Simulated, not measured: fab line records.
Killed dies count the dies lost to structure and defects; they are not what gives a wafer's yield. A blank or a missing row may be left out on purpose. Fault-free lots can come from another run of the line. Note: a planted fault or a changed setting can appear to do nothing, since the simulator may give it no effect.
Matching of chambers || flow sky130 || 4 sister chambers for SKY_VIA2_CMP_02 on cmp-02
The step polishes SiO2. 4 wafers are shown with their chamber, then 12 later ones without.

## WAFERS WITH THEIR CHAMBER
{"wafer": "L085.2", "chamber": 1, "motorCurrentA (A)": 13.0}
{"wafer": "L089.1", "chamber": 2, "motorCurrentA (A)": 11.9}
{"wafer": "L089.5", "chamber": 3, "motorCurrentA (A)": 11.1}
{"wafer": "L089.6", "chamber": 0, "motorCurrentA (A)": 9.7}

## WAFERS WITHOUT THEIR CHAMBER
{"wafer": "L090.2", "motorCurrentA (A)": 9.3}
{"wafer": "L090.4", "motorCurrentA (A)": 11.5}
{"wafer": "L090.6", "motorCurrentA (A)": 10.8}
{"wafer": "L093.2", "motorCurrentA (A)": 11.6}
{"wafer": "L093.3", "motorCurrentA (A)": 9.7}
{"wafer": "L093.5", "motorCurrentA (A)": 11.8}
{"wafer": "L094.1", "motorCurrentA (A)": 11.2}
{"wafer": "L094.3", "motorCurrentA (A)": 11.2}
{"wafer": "L094.6", "motorCurrentA (A)": 11.3}
{"wafer": "L095.1", "motorCurrentA (A)": 13.2}
{"wafer": "L095.4", "motorCurrentA (A)": 9.7}
{"wafer": "L095.5", "motorCurrentA (A)": 9.6}

## THE CHAMBER EACH PASSED THROUGH
{"wafer": "L090.2", "from the rows above": 0, "in truth": 0}
{"wafer": "L090.4", "from the rows above": "can't be placed: 2 or 3", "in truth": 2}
{"wafer": "L090.6", "from the rows above": 3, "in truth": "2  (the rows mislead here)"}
{"wafer": "L093.2", "from the rows above": "can't be placed: 2 or 3", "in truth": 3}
{"wafer": "L093.3", "from the rows above": 0, "in truth": 0}
{"wafer": "L093.5", "from the rows above": 2, "in truth": 2}
{"wafer": "L094.1", "from the rows above": 3, "in truth": 3}
{"wafer": "L094.3", "from the rows above": 3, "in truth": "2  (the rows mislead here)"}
{"wafer": "L094.6", "from the rows above": "can't be placed: 3 or 2", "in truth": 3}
{"wafer": "L095.1", "from the rows above": 1, "in truth": 1}
{"wafer": "L095.4", "from the rows above": 0, "in truth": 0}
{"wafer": "L095.5", "from the rows above": 0, "in truth": 0}
7 of 12 placed correctly. Cannot be placed on the basis of these rows: 3; the candidates contain the true chamber in 3. Number placed wrongly: 2.
How it was worked out, from the rows above alone: a wafer's distance from a chamber is the root of the sum, over the readings, of the square of ((its reading less the chamber's mean) divided by the reading's scatter). The wafer belongs to the nearest chamber; if the next one is less than 2 further off, it can't be placed. For every chamber, the mean is computed from those of its wafers that are shown. The scatter: root of mean squared gap, hidden wafer to nearest shown wafer, with one shown wafer a chamber.
